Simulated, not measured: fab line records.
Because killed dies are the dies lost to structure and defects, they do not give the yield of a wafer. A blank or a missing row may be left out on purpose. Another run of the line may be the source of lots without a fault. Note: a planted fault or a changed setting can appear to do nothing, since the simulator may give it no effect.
Which tool did it? | flow sky130 | 39 wafers from 13 lots sampled at 3 of the route's 708 steps

## WHAT EACH GAUGE READ, for each wafer
SKY_METAL3_OVL_MEAS_14.
lot  | measured     | on         | METAL3_OVL (nm)
L337 | day 39 16:55 | overlay-01 | 14 -3 2
L339 | day 39 23:01 | overlay-02 | -14 -9 -6
L340 | day 40 08:58 | overlay-01 | 2 0 -4
L342 | day 41 01:24 | overlay-02 | -10 -9 -9
L346 | day 41 19:46 | overlay-01 | 0 -2 0
L349 | day 42 17:09 | overlay-02 | -1 1 -4
L352 | day 43 20:32 | overlay-01 | 0 5 1
L353 | day 44 13:40 | overlay-01 | -11 -6 -7
L354 | day 44 14:37 | overlay-01 | 10 -4 7
L358 | day 45 10:37 | overlay-02 | 3 4 6
L356 | day 45 13:01 | overlay-02 | -3 -4 -1
L359 | day 45 17:26 | overlay-02 | 2 2 -13
L360 | day 45 22:49 | overlay-01 | 0 1 -4

SKY_CAP2M_THK_MEAS_01.
lot  | measured     | on            | CAP2M_CVD_00_THK (nm)
L337 | day 40 21:31 | film_metro-02 | 15.63 15.81 15.78
L339 | day 41 02:59 | film_metro-02 | 15.71 15.72 15.85
L340 | day 41 13:54 | film_metro-04 | 15.33 15.66 15.53
L342 | day 42 04:44 | film_metro-04 | 15.33 15.49 15.97
L346 | day 42 23:41 | film_metro-01 | 15.23 15.52 15.52
L349 | day 43 19:59 | film_metro-04 | 15.84 15.50 15.87
L352 | day 44 22:47 | film_metro-01 | 15.23 15.92 15.59
L353 | day 45 16:06 | film_metro-04 | 15.29 15.17 15.14
L354 | day 45 17:44 | film_metro-01 | 15.32 14.96 15.51
L358 | day 46 11:53 | film_metro-04 | 15.27 15.15 15.59
L356 | day 46 14:28 | film_metro-04 | 15.92 15.49 15.68
L359 | day 46 18:32 | film_metro-01 | 15.58 15.34 15.55
L360 | day 46 23:30 | film_metro-02 | 14.91 15.29 15.62

## EACH LOT AND THE TOOL THAT RAN IT (in order: tool; ch and the chambers of the sampled wafers; start)
lot  | SKY_SD_N_STRIP_11
L337 | plasma_asher-03 ch 0,1, day 29 00:28
L339 | plasma_asher-01 ch 0,1, day 29 09:48
L340 | plasma_asher-04 ch 0,1, day 29 16:00
L342 | plasma_asher-01 ch 0,1, day 30 15:30
L346 | plasma_asher-01 ch 0,1, day 31 10:51
L349 | plasma_asher-04 ch 0,1, day 32 11:07
L352 | plasma_asher-04 ch 0,1, day 33 19:14
L353 | plasma_asher-01 ch 0,1, day 34 13:11
L354 | plasma_asher-03 ch 0,1, day 34 13:29
L358 | plasma_asher-01 ch 0,1, day 35 15:00
L356 | plasma_asher-03 ch 0,1, day 35 17:06
L359 | plasma_asher-04 ch 0,1, day 35 21:00
L360 | plasma_asher-01 ch 0,1, day 36 05:18
- SKY_SD_N_STRIP_11: strips in O2/N2.

## WHAT THE TOOLS THEMSELVES READ (means of the sampled wafers that have a number; where no wafer has one, the mark that the record gives instead)
SKY_SD_N_STRIP_11.
lot  | tool            | drypump_motor_current_A (A) | o2_flow_sccm (sccm) | oes_product_au (a.u.) | strip_time_to_endpoint_s (s)
L337 | plasma_asher-03 | 6.0                         | 3009                | 0.525                 | 22.55
L339 | plasma_asher-01 | 6.5                         | 3013                | 0.533                 | 22.51
L340 | plasma_asher-04 | 5.5                         | 3001                | 0.529                 | 22.56
L342 | plasma_asher-01 | 6.5                         | 2403                | 0.526                 | 22.95
L346 | plasma_asher-01 | 6.5                         | 2396                | 0.521                 | 22.91
L349 | plasma_asher-04 | 5.6                         | 2999                | 0.530                 | 22.53
L352 | plasma_asher-04 | 5.5                         | 3003                | 0.523                 | 22.56
L353 | plasma_asher-01 | 6.5                         | 2995                | 0.528                 | 22.49
L354 | plasma_asher-03 | 6.1                         | 3005                | 0.526                 | 22.50
L358 | plasma_asher-01 | 6.4                         | 2999                | 0.525                 | 22.54
L356 | plasma_asher-03 | 5.7                         | 3002                | 0.525                 | 22.58
L359 | plasma_asher-04 | 5.5                         | 3007                | 0.524                 | 22.54
L360 | plasma_asher-01 | 6.4                         | 3004                | 0.526                 | 22.55

## THE ANSWER, worked out from the rows above alone
Rule: usual is defined by the lots themselves. Put in order of their means at a reading, lots are off if they are a third of the lots or fewer, leave a main group of 4 or more, and stand apart from it by a gap of 3 or more times the standard deviation of the main group's means; of several such gaps the widest counts. A main group is skipped when, at the precision printed for the reading in the tables above, its means are all equal. Also off: a lot with no number at a reading for which 4 or more lots have one. All remaining lots with rows at the step are treated as sound. The gauges are gone through in route order, then the tools' own readings, and for those a lot's mean is taken as printed above. At the first step where some lot is off, the reading lying furthest off is the one used; lots without a number count as furthest.
Off: L342, L346 (SKY_SD_N_STRIP_11, o2_flow_sccm). The main group: mean 3003 sccm, standard deviation 4.8.
A tool fits if, at that step or a process step before it, it ran every lot that is off, and no sound lot after the first of them. None of those tried fits.

## WHAT THE SIMULATOR PUT IN
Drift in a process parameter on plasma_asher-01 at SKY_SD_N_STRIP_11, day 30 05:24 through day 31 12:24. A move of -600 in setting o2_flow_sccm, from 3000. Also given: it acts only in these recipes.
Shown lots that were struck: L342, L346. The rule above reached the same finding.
